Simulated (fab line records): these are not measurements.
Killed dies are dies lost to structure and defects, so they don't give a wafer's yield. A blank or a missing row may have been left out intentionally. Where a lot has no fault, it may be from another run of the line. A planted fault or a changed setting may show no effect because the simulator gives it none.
Which tool did it?	flow sfqLine	14 lots with 40 wafers sampled at 3 steps, on a route of 325 steps

WHAT EACH GAUGE READ, for each wafer
SFQ_L0V_OVL_MEAS_903. Usual: L0V_OVL gives 0 nm (standard deviation 5).
lot	measured	on	L0V_OVL (nm)	flag
L170	day 6 21:14	overlay-01	0 -4 0	
L171	day 7 09:14	overlay-01	12 12 6	
L172	day 7 13:12	overlay-01	-3 1 0	
L173	day 8 06:13	overlay-01	8 -2 2	
L174	day 8 17:15	overlay-02	1 1 -1	
L175	day 8 22:03	overlay-01	-1 -5 3	
L176	day 9 01:39	overlay-02	-4 2 -3	
L177	day 9 05:15	overlay-02	2 -5 4	
L178	day 9 08:51	overlay-01	0 0 -1	
L179	day 9 12:51	overlay-02	-6 9 -2	
L182	day 10 05:40	overlay-02	-4 -4 3	
L185	day 11 04:53	overlay-02	-1 0	
L187	day 12 14:22	overlay-02	7 5	
L191	day 14 09:07	overlay-01	0 -2 -5	

SFQ_M1_RS_MEAS_909: a four-point-probe measurement. Usual: M1_NB_RS gives 0.889 ohm/sq (standard deviation 0.0099).
lot	measured	on	M1_NB_RS (ohm/sq)	flag
L170	day 15 19:39	filmMetro-03	0.882 0.890 0.877	
L171	day 16 21:07	filmMetro-02	0.879 0.872 0.884	
L172	day 17 05:30	filmMetro-03	0.892 0.874 0.891	
L173	day 18 06:42	filmMetro-03	0.865 0.883 0.880	
L174	day 18 16:18	filmMetro-04	0.892 0.904 0.901	
L175	day 19 03:37	filmMetro-03	0.890 0.878 0.886	
L176	day 19 17:09	filmMetro-03	0.890 0.909 0.911	
L177	day 19 21:45	filmMetro-04	0.890 0.882 0.901	
L178	day 19 23:28	filmMetro-04	0.893 0.910 0.895	
L179	day 20 15:40	filmMetro-02	0.894 0.880 0.884	
L182	day 21 13:25	filmMetro-02	0.901 0.878 0.894	
L185	day 23 00:57	filmMetro-03	0.992 0.899	OFF
L187	day 23 10:02	filmMetro-03	0.981 0.884	OFF
L191	day 27 04:19	filmMetro-04	0.889 0.892 0.892	

EACH LOT AND THE TOOL THAT RAN IT (in order: tool; ch and the chambers of the sampled wafers; start)
lot	SFQ_TRILAYER_M1_DEP_SPUTTER_037
L170	pvdSputter-03, day 15 19:34
L171	pvdSputter-03, day 16 21:01
L172	pvdSputter-03, day 17 05:25
L173	pvdSputter-03, day 18 06:37
L174	pvdSputter-05, day 18 16:13
L175	pvdSputter-04, day 19 03:32
L176	pvdSputter-03, day 19 17:04
L177	pvdSputter-04, day 19 21:40
L178	pvdSputter-03, day 19 23:23
L179	pvdSputter-04, day 20 15:35
L182	pvdSputter-03, day 21 13:18
L185	pvdSputter-03, day 23 00:52
L187	pvdSputter-03, day 23 09:56
L191	pvdSputter-05, day 27 04:13
- SFQ_TRILAYER_M1_DEP_SPUTTER_037: material Nb, target thk 200 nm, time 133.3 s.

AS READ BY THE TOOLS THEMSELVES (means over the sampled wafers that have a number; for cases with no such wafer, the mark the record gives instead)
SFQ_TRILAYER_M1_DEP_SPUTTER_037. Usual: throttleValvePct reads 29.5 % (standard deviation 0.77).
lot	tool	throttleValvePct (%)	flag
L170	pvdSputter-03	29.8	
L171	pvdSputter-03	29.3	
L172	pvdSputter-03	29.6	
L173	pvdSputter-03	29.8	
L174	pvdSputter-05	28.7	
L175	pvdSputter-04	30.2	
L176	pvdSputter-03	29.2	
L177	pvdSputter-04	29.5	
L178	pvdSputter-03	29.5	
L179	pvdSputter-04	30.1	
L182	pvdSputter-03	29.5	
L185	pvdSputter-03	29.9	
L187	pvdSputter-03	28.8	
L191	pvdSputter-05	29.5	

THE ANSWER, worked out from the rows above alone
Rule: take the mean of a lot's wafers that have a number; if it is more than 3 standard deviations from the usual mean, the lot is off. Also off: a lot with no number at a reading for which 4 or more lots have one. All remaining lots with rows at the step are treated as sound. After the gauges, taken in route order, come the tools' own readings; for these a lot's mean is taken, as printed above. The first step at which some lot is off is used, and at that step the reading that is off furthest; a lot without a number counts as furthest.
Off: L185, L187, at SFQ_M1_RS_MEAS_909 (M1_NB_RS).
If a tool, at a process step before that reading, ran all the lots that are off and no sound lot after the first of them, it fits. The gauges at SFQ_M1_RS_MEAS_909 are tried like those tools. Undecided on this evidence; 2 tools fit (pvdSputter-03 at SFQ_TRILAYER_M1_DEP_SPUTTER_037, filmMetro-03 at SFQ_M1_RS_MEAS_909).

WHAT THE SIMULATOR HAD PUT IN
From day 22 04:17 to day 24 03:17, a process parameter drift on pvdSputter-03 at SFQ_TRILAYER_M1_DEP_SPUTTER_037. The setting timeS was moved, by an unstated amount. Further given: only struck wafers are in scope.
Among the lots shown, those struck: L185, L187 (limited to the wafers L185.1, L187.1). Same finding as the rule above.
